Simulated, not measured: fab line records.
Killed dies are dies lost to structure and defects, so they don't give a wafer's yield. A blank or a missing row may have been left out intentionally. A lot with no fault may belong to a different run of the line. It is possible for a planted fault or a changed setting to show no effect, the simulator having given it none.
Which tool did it? || flow sky130 || 27 wafers from 9 lots sampled at 5 of the route's 708 steps

== WHAT THE GAUGES READ, wafer by wafer ==
SKY_VIA1_RS_MEAS_22: a four-point-probe measurement. Usual: VIA1_W_RS gives 0.426 ohm/sq (standard deviation 0.0041).
{"lot": "L947", "measured": "day 34 06:55", "on": "film metro-02", "VIA1_W_RS (ohm/sq)": "0.424 0.428 0.427", "flag": ""}
{"lot": "L953", "measured": "day 36 21:13", "on": "film metro-01", "VIA1_W_RS (ohm/sq)": "0.419 0.428 0.421", "flag": ""}
{"lot": "L957", "measured": "day 37 17:24", "on": "film metro-01", "VIA1_W_RS (ohm/sq)": "0.363 0.371 0.364", "flag": "OFF"}
{"lot": "L958", "measured": "day 38 07:16", "on": "film metro-02", "VIA1_W_RS (ohm/sq)": "0.433 0.427 0.430", "flag": ""}
{"lot": "L959", "measured": "day 38 15:22", "on": "film metro-01", "VIA1_W_RS (ohm/sq)": "0.368 0.368 0.366", "flag": "OFF"}
{"lot": "L964", "measured": "day 40 01:10", "on": "film metro-01", "VIA1_W_RS (ohm/sq)": "0.435 0.431 0.428", "flag": ""}
{"lot": "L968", "measured": "day 40 21:48", "on": "film metro-02", "VIA1_W_RS (ohm/sq)": "0.427 0.429 0.430", "flag": ""}
{"lot": "L969", "measured": "day 41 05:43", "on": "film metro-03", "VIA1_W_RS (ohm/sq)": "0.435 0.425 0.428", "flag": ""}
{"lot": "L970", "measured": "day 41 10:47", "on": "film metro-01", "VIA1_W_RS (ohm/sq)": "0.424 0.431 0.426", "flag": ""}

SKY_VIA1_THK_MEAS_23: measures by xrf. Usual: VIA1_W_THK gives 269.0 nm (standard deviation 3).
{"lot": "L947", "measured": "day 34 07:02", "on": "film metro-02", "VIA1_W_THK (nm)": "271.5 266.9 270.1", "flag": ""}
{"lot": "L953", "measured": "day 36 21:20", "on": "film metro-01", "VIA1_W_THK (nm)": "270.8 265.2 269.1", "flag": ""}
{"lot": "L957", "measured": "day 37 17:31", "on": "film metro-01", "VIA1_W_THK (nm)": "310.9 306.0 309.7", "flag": "OFF"}
{"lot": "L958", "measured": "day 38 07:23", "on": "film metro-02", "VIA1_W_THK (nm)": "266.6 270.4 267.4", "flag": ""}
{"lot": "L959", "measured": "day 38 15:29", "on": "film metro-01", "VIA1_W_THK (nm)": "310.2 309.5 311.7", "flag": "OFF"}
{"lot": "L964", "measured": "day 40 01:16", "on": "film metro-01", "VIA1_W_THK (nm)": "261.2 265.1 267.1", "flag": ""}
{"lot": "L968", "measured": "day 40 21:55", "on": "film metro-02", "VIA1_W_THK (nm)": "270.7 268.9 267.4", "flag": ""}
{"lot": "L969", "measured": "day 41 05:50", "on": "film metro-03", "VIA1_W_THK (nm)": "264.2 269.9 269.7", "flag": ""}
{"lot": "L970", "measured": "day 41 10:54", "on": "film metro-01", "VIA1_W_THK (nm)": "269.2 264.7 269.0", "flag": ""}

== TOOL THAT RAN EACH LOT (tool first, then ch and the chambers of the sampled wafers, then the start) ==
{"lot": "L947", "SKY_METAL1_METAL_ETCH_19": "rie metal-04 ch 0,1, day 33 02:54", "SKY_VIA1_SPUTTER_20": "pvd sputter-03, day 34 06:45", "SKY_VIA1_CVD_21": "cvd w-01 ch 0,1, day 34 06:49"}
{"lot": "L953", "SKY_METAL1_METAL_ETCH_19": "rie metal-04 ch 0, day 35 17:00", "SKY_VIA1_SPUTTER_20": "pvd sputter-01, day 36 21:03", "SKY_VIA1_CVD_21": "cvd w-02 ch 0,1, day 36 21:07"}
{"lot": "L957", "SKY_METAL1_METAL_ETCH_19": "rie metal-04 ch 0,1, day 36 13:09", "SKY_VIA1_SPUTTER_20": "pvd sputter-01, day 37 17:15", "SKY_VIA1_CVD_21": "cvd w-02 ch 0,1, day 37 17:19"}
{"lot": "L958", "SKY_METAL1_METAL_ETCH_19": "rie metal-04 ch 0,1, day 37 03:16", "SKY_VIA1_SPUTTER_20": "pvd sputter-01, day 38 07:07", "SKY_VIA1_CVD_21": "cvd w-01 ch 0,1, day 38 07:11"}
{"lot": "L959", "SKY_METAL1_METAL_ETCH_19": "rie metal-02 ch 0,1, day 37 11:31", "SKY_VIA1_SPUTTER_20": "pvd sputter-01, day 38 15:13", "SKY_VIA1_CVD_21": "cvd w-02 ch 0,1, day 38 15:17"}
{"lot": "L964", "SKY_METAL1_METAL_ETCH_19": "rie metal-03 ch 0, day 38 21:22", "SKY_VIA1_SPUTTER_20": "pvd sputter-03, day 40 00:59", "SKY_VIA1_CVD_21": "cvd w-01 ch 0,1, day 40 01:03"}
{"lot": "L968", "SKY_METAL1_METAL_ETCH_19": "rie metal-02 ch 0,1, day 39 19:16", "SKY_VIA1_SPUTTER_20": "pvd sputter-04, day 40 21:38", "SKY_VIA1_CVD_21": "cvd w-02 ch 0,1, day 40 21:41"}
{"lot": "L969", "SKY_METAL1_METAL_ETCH_19": "rie metal-02 ch 0,1, day 40 03:33", "SKY_VIA1_SPUTTER_20": "pvd sputter-01, day 41 05:32", "SKY_VIA1_CVD_21": "cvd w-02 ch 0,1, day 41 05:36"}
{"lot": "L970", "SKY_METAL1_METAL_ETCH_19": "rie metal-02 ch 0,1, day 40 08:42", "SKY_VIA1_SPUTTER_20": "pvd sputter-03, day 41 10:38", "SKY_VIA1_CVD_21": "cvd w-02 ch 0,1, day 41 10:41"}
- SKY_METAL1_METAL_ETCH_19: etches the open film in Cl2/BCl3, stops on SiO2, target depth 360 nm, time 78 s.
- SKY_VIA1_SPUTTER_20: material TiN, target thk 20 nm, time 80 s.
- SKY_VIA1_CVD_21: deposits W, target thk 270 nm, time 80.902 s.

== WHAT THE TOOLS THEMSELVES READ (means of the sampled wafers that have a number; where no wafer has one, the mark that the record gives instead) ==
SKY_METAL1_METAL_ETCH_19. Usual: bcl3 flow sccm 29.99 sccm, standard deviation 0.092; chamber pressure mTorr 10.000 mTorr, standard deviation 0.0085; drypump motor current A 5.7 A, standard deviation 0.67; oes product au 0.855 a.u., standard deviation 0.0058; throttle valve pct 22.264 %, standard deviation 0.0097.
{"lot": "L947", "tool": "rie metal-04", "bcl3 flow sccm (sccm)": 30.03, "chamber pressure mTorr (mTorr)": 9.997, "drypump motor current A (A)": 5.4, "oes product au (a.u.)": 0.851, "throttle valve pct (%)": 22.258, "flag": ""}
{"lot": "L953", "tool": "rie metal-04", "bcl3 flow sccm (sccm)": 30.02, "chamber pressure mTorr (mTorr)": 10.000, "drypump motor current A (A)": 5.1, "oes product au (a.u.)": 0.852, "throttle valve pct (%)": 22.266, "flag": ""}
{"lot": "L957", "tool": "rie metal-04", "bcl3 flow sccm (sccm)": 30.00, "chamber pressure mTorr (mTorr)": 9.996, "drypump motor current A (A)": 5.4, "oes product au (a.u.)": 0.854, "throttle valve pct (%)": 22.265, "flag": ""}
{"lot": "L958", "tool": "rie metal-04", "bcl3 flow sccm (sccm)": 29.94, "chamber pressure mTorr (mTorr)": 10.004, "drypump motor current A (A)": 5.7, "oes product au (a.u.)": 0.850, "throttle valve pct (%)": 22.258, "flag": ""}
{"lot": "L959", "tool": "rie metal-02", "bcl3 flow sccm (sccm)": 30.03, "chamber pressure mTorr (mTorr)": 9.994, "drypump motor current A (A)": 5.3, "oes product au (a.u.)": 0.853, "throttle valve pct (%)": 22.273, "flag": ""}
{"lot": "L964", "tool": "rie metal-03", "bcl3 flow sccm (sccm)": 29.75, "chamber pressure mTorr (mTorr)": 9.995, "drypump motor current A (A)": 6.0, "oes product au (a.u.)": 0.849, "throttle valve pct (%)": 22.272, "flag": ""}
{"lot": "L968", "tool": "rie metal-02", "bcl3 flow sccm (sccm)": 30.05, "chamber pressure mTorr (mTorr)": 10.007, "drypump motor current A (A)": 5.3, "oes product au (a.u.)": 0.858, "throttle valve pct (%)": 22.259, "flag": ""}
{"lot": "L969", "tool": "rie metal-02", "bcl3 flow sccm (sccm)": 30.10, "chamber pressure mTorr (mTorr)": 9.994, "drypump motor current A (A)": 5.3, "oes product au (a.u.)": 0.858, "throttle valve pct (%)": 22.266, "flag": ""}
{"lot": "L970", "tool": "rie metal-02", "bcl3 flow sccm (sccm)": 29.99, "chamber pressure mTorr (mTorr)": 9.996, "drypump motor current A (A)": 5.9, "oes product au (a.u.)": 0.860, "throttle valve pct (%)": 22.270, "flag": ""}

SKY_VIA1_SPUTTER_20. Usual: chamber pressure pa 5.001 Pa, standard deviation 0.011; throttle valve pct 30.1 %, standard deviation 0.71.
{"lot": "L947", "tool": "pvd sputter-03", "chamber pressure pa (Pa)": 4.999, "throttle valve pct (%)": 30.2, "flag": ""}
{"lot": "L953", "tool": "pvd sputter-01", "chamber pressure pa (Pa)": 5.001, "throttle valve pct (%)": 30.4, "flag": ""}
{"lot": "L957", "tool": "pvd sputter-01", "chamber pressure pa (Pa)": 4.995, "throttle valve pct (%)": 30.2, "flag": ""}
{"lot": "L958", "tool": "pvd sputter-01", "chamber pressure pa (Pa)": 4.998, "throttle valve pct (%)": 30.1, "flag": ""}
{"lot": "L959", "tool": "pvd sputter-01", "chamber pressure pa (Pa)": 5.003, "throttle valve pct (%)": 30.5, "flag": ""}
{"lot": "L964", "tool": "pvd sputter-03", "chamber pressure pa (Pa)": 5.008, "throttle valve pct (%)": 29.9, "flag": ""}
{"lot": "L968", "tool": "pvd sputter-04", "chamber pressure pa (Pa)": 5.011, "throttle valve pct (%)": 29.9, "flag": ""}
{"lot": "L969", "tool": "pvd sputter-01", "chamber pressure pa (Pa)": 4.999, "throttle valve pct (%)": 30.8, "flag": ""}
{"lot": "L970", "tool": "pvd sputter-03", "chamber pressure pa (Pa)": 4.999, "throttle valve pct (%)": 30.4, "flag": ""}

SKY_VIA1_CVD_21. Usual: chamber pressure Torr 40.01 Torr, standard deviation 0.083; heater power w 864 W, standard deviation 66.
{"lot": "L947", "tool": "cvd w-01", "chamber pressure Torr (Torr)": 39.94, "heater power w (W)": 931, "flag": ""}
{"lot": "L953", "tool": "cvd w-02", "chamber pressure Torr (Torr)": 39.92, "heater power w (W)": 821, "flag": ""}
{"lot": "L957", "tool": "cvd w-02", "chamber pressure Torr (Torr)": 53.17, "heater power w (W)": 850, "flag": "OFF"}
{"lot": "L958", "tool": "cvd w-01", "chamber pressure Torr (Torr)": 39.95, "heater power w (W)": 927, "flag": ""}
{"lot": "L959", "tool": "cvd w-02", "chamber pressure Torr (Torr)": 53.24, "heater power w (W)": 814, "flag": "OFF"}
{"lot": "L964", "tool": "cvd w-01", "chamber pressure Torr (Torr)": 40.00, "heater power w (W)": 898, "flag": ""}
{"lot": "L968", "tool": "cvd w-02", "chamber pressure Torr (Torr)": 40.07, "heater power w (W)": 806, "flag": ""}
{"lot": "L969", "tool": "cvd w-02", "chamber pressure Torr (Torr)": 40.05, "heater power w (W)": 846, "flag": ""}
{"lot": "L970", "tool": "cvd w-02", "chamber pressure Torr (Torr)": 40.00, "heater power w (W)": 816, "flag": ""}

== THE ANSWER, worked out from the rows above alone ==
Rule: lot off if the mean of its wafers having a number is beyond 3 standard deviations from the usual mean. Also off: a lot with no number at a reading for which 4 or more lots have one. The other lots that the step has rows for count as sound. First the gauges in route order, then the tools' own readings, where a lot's mean is used as printed above. The first step at which some lot is off is used, and at that step the reading that is off furthest; a lot without a number counts as furthest.
Off: L957, L959, at SKY_VIA1_RS_MEAS_22 (VIA1_W_RS).
If a tool, at a process step before that reading, ran all the lots that are off and no sound lot after the first of them, it fits. Not tried: the gauges at SKY_VIA1_RS_MEAS_22; whatever is off there is also off at SKY_VIA1_CVD_21, on other tools, and gauge error can't account for it. Not one of the candidates tried fits.

== WHAT WAS PUT IN BY THE SIMULATOR ==
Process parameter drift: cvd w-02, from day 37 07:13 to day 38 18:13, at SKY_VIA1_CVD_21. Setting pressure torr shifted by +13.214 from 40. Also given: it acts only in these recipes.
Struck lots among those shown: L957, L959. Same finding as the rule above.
